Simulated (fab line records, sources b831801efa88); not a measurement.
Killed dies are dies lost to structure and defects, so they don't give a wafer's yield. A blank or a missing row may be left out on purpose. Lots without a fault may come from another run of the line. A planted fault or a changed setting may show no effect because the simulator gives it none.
fab line records | flow sky130
record lots=10 wafers=30 last_day=49
route steps=708 shown VT_ADJUST_LVTN@106 SPACER@304 METAL2@487
lots that met no fault: from a run of the same line without faults
start_h: hours from the record's first day to the start of the lot's first wafer shown | wait_h: hours since the lot's step before | " the same as in the row above | L1.1+2: a row that stands for several wafers | - no value, or no start given | * or withheld: withheld | < > ~ a bound
route shown NAME@n: a module of which the file shows steps, and the number in the route of the first | usual: mean/standard deviation of fault-free wafers | same: alike in all rows | chamber/n: place in a boat | sites: the reading at each site | _std_site: their standard deviation | _edge_site: outer sites' mean less inner sites' | radius_mm: how far each site lies from the wafer's centre | mask NAME#n: copy n | behind: the tool/chamber that last shaped the wafer | hold: why the lot was held/for how many hours/how that ended | device: the transistor (n, p or np) that didn't switch | end of line: the same wafers' tests at the end of the route | a step without rows: its recipe alone | killed: dies lost to structure and defects at the first sort, not the wafer's yield | map: a wafer's dies, x killed, . not, _ none there
set.NAME: the setting as run; set.NAME@STEP: as run at that earlier step | model.NAME: the simulator's own value behind a step, which no gauge read
steps of the route over a sample of lots; a table a step, a row a wafer
services: from which hour (start_h, from the record's first day; less than 0 if before it) a tool's chamber was out of use, for how many hours, and why
## steps
# step SKY_VT_ADJUST_LVTN_STRIP_09
# recipe chemistry=O2/N2 power_w=1400 pressure_mtorr=1500 platen_temp_c=withheld o2_flow_sccm=3000 n2_flow_sccm=300 overash_fraction=0.5
# usual drypump_motor_current_A=5.18/0.21 oes_product_au=0.722/0.0042 strip_time_to_endpoint_s=36.85/0.11
# columns lot.wafer tool chamber start_h wait_h drypump_motor_current_A oes_product_au rf_hours_counter_h strip_time_to_endpoint_s
L610.3 plasma_asher-04 1 143.73 0.1 5.33 0.723 - 36.84
L610.5 " 0 " " 5.10 0.716 - 36.96
L610.6 " 1 " " 5.36 0.726 - 36.94
L611.2 plasma_asher-01 1 146.80 0.1 5.02 0.730 48 36.99
L611.3 " 1 " " 5.01 0.720 - 36.86
L611.5 " 0 " " 5.06 0.723 - 36.88
L612.1 plasma_asher-01 0 154.60 0.1 5.07 0.719 49 37.00
L612.3 " 0 " " 5.07 0.725 - 36.87
L612.4 " 1 " " 5.03 0.724 - 36.80
L613.2 plasma_asher-01 0 157.45 0.1 5.06 0.720 49 36.72
L613.3 " 1 " " 5.02 0.723 - 36.79
L613.4 " 0 " " 5.06 0.720 - 36.85
L617.1 plasma_asher-02 1 187.75 0.1 5.65 0.722 39 37.00
L617.3 " 0 " " 4.94 0.723 - 36.90
L617.6 " 1 " " 5.67 0.720 - 36.90
L619.3 plasma_asher-02 0 199.33 0.1 4.96 0.723 - 36.90
L619.5 " 0 " " 4.94 0.724 - 36.94
L619.6 " 1 " " 5.67 0.717 - 37.03
L622.4 plasma_asher-01 0 218.84 0.1 5.04 0.717 - 36.69
L622.5 " 1 " " 5.02 0.722 - 36.75
L622.6 " 0 " " 5.06 0.719 - 36.64
L623.1 plasma_asher-01 1 226.30 0.1 5.02 0.725 56 36.76
L623.2 " 0 " " 5.10 0.722 56 36.92
L623.5 " 0 " " 5.08 0.721 - 36.85
L627.2 plasma_asher-04 0 250.85 0.1 5.11 0.716 11 36.84
L627.3 " 0 " " 5.10 0.721 - 36.84
L627.5 " 1 " " 5.36 0.719 - 36.79
L629.1 plasma_asher-04 1 263.50 0.1 5.37 0.726 13 36.99
L629.2 " 0 " " 5.12 0.728 13 36.93
L629.6 " 1 " " 5.36 0.723 - 37.00
# step SKY_SPACER_CVD_00
# recipe material=Si3N4 precursor=DCS/NH3 target_thk_nm=43.1 temp_c=770 time_s=740 pressure_mtorr=250
# usual spike_tc_centre_C=771.0/0.89 spike_tc_upper_C=771.2/1.1 zone_power_centre_pct=14.39/0.18 zone_power_upper_pct=11.5/0.38
# same time_s=740
# columns lot.wafer tool chamber start_h wait_h spike_tc_centre_C spike_tc_upper_C zone_power_centre_pct zone_power_upper_pct
L610.3 lpcvd-02 1 535.68 0.7 771.4 769.2 14.27 11.8
L610.5 " 1 " " 770.6 771.5 14.04 11.8
L610.6 " 1 " " 770.9 771.2 14.26 12.0
L611.2 lpcvd-02 1 538.25 0.4 770.9 771.5 14.14 11.9
L611.3 " 1 " " 771.7 770.4 14.54 11.8
L611.5 " 1 " " 771.4 773.3 14.09 12.0
L612.1 lpcvd-02 1 549.41 0.0 771.0 772.2 14.26 12.0
L612.3 " 1 " " 773.5 771.8 14.31 11.9
L612.4 " 1 " " 771.8 772.9 14.24 12.0
L613.2 lpcvd-02 0 550.62 0.8 770.6 769.4 14.48 11.2
L613.3 " 0 " " 771.8 770.1 14.65 11.1
L613.4 " 0 " " 772.0 771.0 14.52 11.2
L617.1 lpcvd-02 1 584.60 0.0 770.3 771.6 14.42 11.8
L617.3 " 1 " " 771.2 772.3 14.12 12.1
L617.6 " 1 " " 771.2 773.2 14.45 11.8
L619.3 lpcvd-02 0 603.92 0.0 771.2 770.3 14.44 11.0
L619.5 " 0 " " 771.4 769.7 14.60 11.3
L619.6 " 0 " " 770.3 771.3 14.45 11.0
L623.1 lpcvd-02 0 641.33 0.3 769.7 771.0 14.54 11.1
L623.2 " 0 " " 771.3 770.5 14.53 11.2
L623.5 " 0 " " 770.5 770.2 14.41 11.1
L622.4 lpcvd-02 0 644.34 1.7 770.4 770.2 14.50 11.1
L622.5 " 0 " " 770.5 770.9 14.53 10.9
L622.6 " 0 " " 770.0 770.7 14.48 11.2
L627.2 lpcvd-02 0 676.36 5.9 784.3 768.9 18.16 9.6
L627.3 " 0 " " 783.7 769.8 18.13 9.7
L627.5 " 0 " " 784.1 768.3 18.07 9.7
L629.1 lpcvd-02 0 680.65 3.8 784.8 769.4 18.37 9.7
L629.2 " 0 " " 782.4 768.2 17.95 9.5
L629.6 " 0 " " 783.8 769.6 18.21 9.6
# step SKY_SPACER_THK_MEAS_01
# recipe reads=Si3N4_of_SPACER_CVD_00
# usual SPACER_CVD_00_THK=43.1/0.44
# columns lot.wafer tool chamber start_h wait_h hold SPACER_CVD_00_THK[nm]
L610.3 film_metro-03 - 536.91 0.0 - 43.0
L610.5 " - " " - 42.9
L610.6 " - " " - 43.2
L611.2 film_metro-01 - 539.46 0.0 - 42.4
L611.3 " - " " - 42.5
L611.5 " - " " - 42.5
L612.1 film_metro-03 - 550.62 0.0 - 43.2
L612.3 " - " " - 43.2
L612.4 " - " " - 43.0
L613.2 film_metro-02 - 551.83 0.0 - 43.2
L613.3 " - " " - 43.7
L613.4 " - " " - 43.4
L617.1 film_metro-01 - 586.41 0.0 - 43.1
L617.3 " - " " - 43.3
L617.6 " - " " - 42.9
L619.3 film_metro-02 - 605.15 0.0 - 42.9
L619.5 " - " " - 43.2
L619.6 " - " " - 43.3
L623.1 film_metro-03 - 642.53 0.0 - 43.9
L623.2 " - " " - 43.6
L623.5 " - " " - 43.7
L622.4 film_metro-03 - 646.18 0.0 - 43.3
L622.5 " - " " - 43.2
L622.6 " - " " - 43.1
L627.2 film_metro-02 - 679.08 0.0 await_dispo/0.2h/release 45.9
L627.3 " - " " await_dispo/0.2h/release 45.4
L627.5 " - " " await_dispo/0.2h/release 44.4
L627.2 film_metro-02 - 679.31 0.2 - 46.0
L627.3 " - " " - 45.3
L627.5 " - " " - 44.4
L629.1 film_metro-02 - 682.46 0.0 await_dispo/0.2h/release 46.7
L629.2 " - " " await_dispo/0.2h/release 47.2
L629.6 " - " " await_dispo/0.2h/release 47.3
L629.1 film_metro-02 - 682.68 0.2 - 46.7
L629.2 " - " " - 47.2
L629.6 " - " " - 47.3
# step SKY_SPACER_ETCHBACK_02
# recipe chemistry=CH3F/O2 target=Si3N4 stop_on=SiO2 source_w=400 bias_w=80 pressure_mtorr=25 ch3f_flow_sccm=40 O2_flow_sccm=30 time_s=46.7 target_depth_a=450
# usual bias_w=80.00/0.22 drypump_motor_current_A=5.9/0.49 oes_product_au=0.855/0.0061 throttle_valve_pct=10.562/0.01
# same time_s=46.7
# columns lot.wafer tool chamber start_h wait_h hold bias_w drypump_motor_current_A oes_product_au rf_hours_counter_h throttle_valve_pct
L610.3 rie_diel-03 2 536.95 0.0 - 80.16 6.1 0.860 1 10.560
L610.5 " 2 " " - 79.92 6.1 0.856 - 10.566
L610.6 " 1 " " - 80.02 4.9 0.863 - 10.575
L611.2 rie_diel-02 1 539.51 0.0 - 79.79 5.9 0.849 63 10.566
L611.3 " 3 " " - 79.75 6.0 0.841 58 10.585
L611.5 " 3 " " - 80.25 6.0 0.850 - 10.564
L612.1 rie_diel-03 2 550.68 0.1 - 79.82 6.1 0.862 1 10.564
L612.3 " 1 " " - 79.94 5.0 0.855 20 10.560
L612.4 " 0 " " - 80.11 6.7 0.857 23 10.565
L613.2 rie_diel-02 3 551.88 0.0 - 80.23 6.0 0.857 58 10.556
L613.3 " 2 " " - 80.25 6.2 0.857 2 10.552
L613.4 " 1 " " - 79.82 5.8 0.862 63 10.564
L617.1 rie_diel-03 1 586.47 0.1 - 79.52 4.9 0.857 21 10.574
L617.3 " 3 " " - 79.89 6.5 0.862 14 10.567
L617.6 " 0 " " - 79.66 6.7 0.848 - 10.566
L619.3 rie_diel-02 1 605.19 0.0 - 79.58 5.9 0.853 64 10.558
L619.5 " 3 " " - 80.34 6.0 0.855 - 10.551
L619.6 " 2 " " - 79.95 6.2 0.861 - 10.557
L623.1 rie_diel-02 1 642.59 0.1 - 79.87 5.8 0.870 0 10.569
L623.2 " 0 " " - 80.12 5.2 0.854 25 10.561
L623.5 " 2 " " - 79.83 6.2 0.861 - 10.549
L622.4 rie_diel-02 0 646.21 0.0 - 79.70 5.2 0.854 25 10.550
L622.5 " 2 " " - 79.90 6.2 0.850 - 10.546
L622.6 " 1 " " - 79.76 5.8 0.861 - 10.563
L627.2 rie_diel-02 1 681.15 1.8 await_dispo/1.8h/release 79.89 5.8 0.886 1 10.566
L627.3 " 3 " " await_dispo/1.8h/release 79.44 5.9 0.886 0 10.551
L627.5 " 3 " " await_dispo/1.8h/release 79.90 5.9 0.869 - 10.562
L629.1 rie_diel-02 1 686.28 3.6 await_dispo/3.5h/release 79.96 5.8 0.894 1 10.559
L629.2 " 3 " " await_dispo/3.5h/release 80.02 6.0 0.893 0 10.555
L629.6 " 3 " " await_dispo/3.5h/release 80.01 6.0 0.907 - 10.570
# step SKY_METAL2_SPUTTER_04
# recipe material=TiN target_thk_nm=70 power_w=6500 time_s=58.3 chamber_pressure_pa=0.4
# usual cathode_dc_power_W=6500.3/1.1 throttle_valve_pct=30.1/0.89
# same time_s=58.3
# columns lot.wafer tool chamber start_h wait_h cathode_dc_power_W throttle_valve_pct
L610.3 pvd_sputter-02 - 800.97 0.0 6502.3 28.7
L610.5 " - " " 6500.2 29.3
L610.6 " - " " 6499.6 30.0
L611.2 pvd_sputter-03 - 801.83 0.0 6501.3 30.0
L611.3 " - " " 6502.3 28.7
L611.5 " - " " 6501.3 30.1
L612.1 pvd_sputter-02 - 811.02 0.0 6498.4 29.8
L612.3 " - " " 6500.2 29.9
L612.4 " - " " 6498.6 29.5
L613.2 pvd_sputter-01 - 812.07 0.0 6500.4 30.5
L613.3 " - " " 6501.3 31.5
L613.4 " - " " 6501.2 30.2
L617.1 pvd_sputter-01 - 844.52 0.0 6501.8 31.3
L617.3 " - " " 6500.2 29.9
L617.6 " - " " 6501.4 31.6
L619.3 pvd_sputter-03 - 858.23 0.0 6501.7 30.0
L619.5 " - " " 6501.1 30.2
L619.6 " - " " 6502.4 29.8
L623.1 pvd_sputter-01 - 893.05 0.0 6499.9 31.4
L623.2 " - " " 6500.9 31.6
L623.5 " - " " 6500.8 30.5
L622.4 pvd_sputter-03 - 896.87 0.0 6503.7 30.2
L622.5 " - " " 6500.5 30.1
L622.6 " - " " 6499.4 28.7
L627.2 pvd_sputter-02 - 925.43 0.0 6500.9 28.5
L627.3 " - " " 6499.2 29.8
L627.5 " - " " 6500.0 29.4
L629.1 pvd_sputter-03 - 929.94 0.0 6501.1 30.2
L629.2 " - " " 6501.7 29.8
L629.6 " - " " 6501.5 30.1
# step SKY_METAL2_OVL_MEAS_16
# usual METAL2_OVL=0/4.6
# columns lot.wafer tool chamber start_h wait_h METAL2_OVL[nm]
L610.3 overlay-02 - 828.46 0.1 1
L610.5 " - " " -2
L610.6 " - " " -4
L611.2 overlay-02 - 828.74 0.1 -4
L611.3 " - " " -7
L611.5 " - " " 2
L612.1 overlay-02 - 837.98 0.1 1
L612.3 " - " " 2
L612.4 " - " " -2
L613.2 overlay-02 - 839.04 0.1 2
L613.3 " - " " 1
L613.4 " - " " -5
L617.1 overlay-02 - 869.54 0.1 -1
L617.3 " - " " -6
L617.6 " - " " 2
L619.3 overlay-02 - 883.76 0.1 7
L619.5 " - " " 4
L619.6 " - " " 8
L623.1 overlay-01 - 919.00 0.1 -5
L623.2 " - " " -7
L623.5 " - " " -4
L622.4 overlay-01 - 921.75 0.1 -3
L622.5 " - " " 2
L622.6 " - " " -2
L627.2 overlay-01 - 950.19 0.1 -5
L627.3 " - " " -2
L627.5 " - " " -4
L629.1 overlay-02 - 955.00 0.1 6
L629.2 " - " " 5
L629.6 " - " " 6
## services
# columns tool chamber start_h hours kind
pvd_sputter-03 - 130.34 0.7 repair
rie_diel-02 0 160.85 10.3 repair
rie_diel-02 1 161.75 6.0 repair
lpcvd-02 - 164.45 0.6 repair
pvd_sputter-03 - 326.36 5.4 repair
lpcvd-02 - 330.46 17.2 pm
rie_diel-02 2 342.58 30.8 repair
pvd_sputter-03 - 343.77 12.6 repair
rie_diel-02 1 351.82 3.1 repair
rie_diel-02 3 358.43 6.6 repair
pvd_sputter-03 - 405.56 2.6 repair
plasma_asher-01 - 421.25 9.0 pm
rie_diel-02 3 433.31 14.5 repair
plasma_asher-01 - 436.25 4.5 repair
pvd_sputter-03 - 455.09 6.3 repair
pvd_sputter-03 - 463.41 0.7 repair
lpcvd-02 - 475.51 0.7 repair
plasma_asher-01 - 481.38 2.2 repair
rie_diel-02 1 516.66 7.5 repair
pvd_sputter-03 - 517.98 0.5 repair
rie_diel-02 - 523.89 0.6 repair
plasma_asher-01 - 726.36 4.0 pm
plasma_asher-01 - 800.89 0.4 repair
plasma_asher-01 - 916.76 1.6 repair
## key
first_sign step=SKY_SPACER_CVD_00 reading=zone_power_centre_pct direction=up sigmas=21 usual=14.39 struck=18.15
effect step=SKY_SPACER_CVD_00 reading=spike_tc_centre_C direction=up sigmas=15 usual=771.0 struck=783.8
effect step=SKY_SPACER_THK_MEAS_01 reading=visit direction=added
effect step=SKY_SPACER_THK_MEAS_01 reading=SPACER_CVD_00_THK direction=up sigmas=6.9 usual=43.1 struck=46.1
effect step=SKY_SPACER_ETCHBACK_02 reading=oes_product_au direction=up sigmas=5.7 usual=0.855 struck=0.889 wafers_moved=5
met_at SKY_SPACER_CVD_00
struck_lots L627,L629
struck_wafers L627.2,L627.3,L627.5,L629.1,L629.2,L629.6
tester_left_out L627,L629
not_acting_at SKY_VT_ADJUST_LVTN_STRIP_09,SKY_METAL2_SPUTTER_04,SKY_METAL2_OVL_MEAS_16
onset_between 644.34 676.36
fault kind=process_parameter_drift tool=lpcvd-02 chamber=0 onset_h=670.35 steps=SKY_SPACER_CVD_00 channel=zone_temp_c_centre offset=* shape=step end_h=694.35
# tester_left_out: of these lots the tester's yield and bins aren't shown, on N5 and GAA mostly nor the transistor test; their killed dies are dies lost to structure and defects alone, not to doping, threshold or leakage, so they don't give the yield
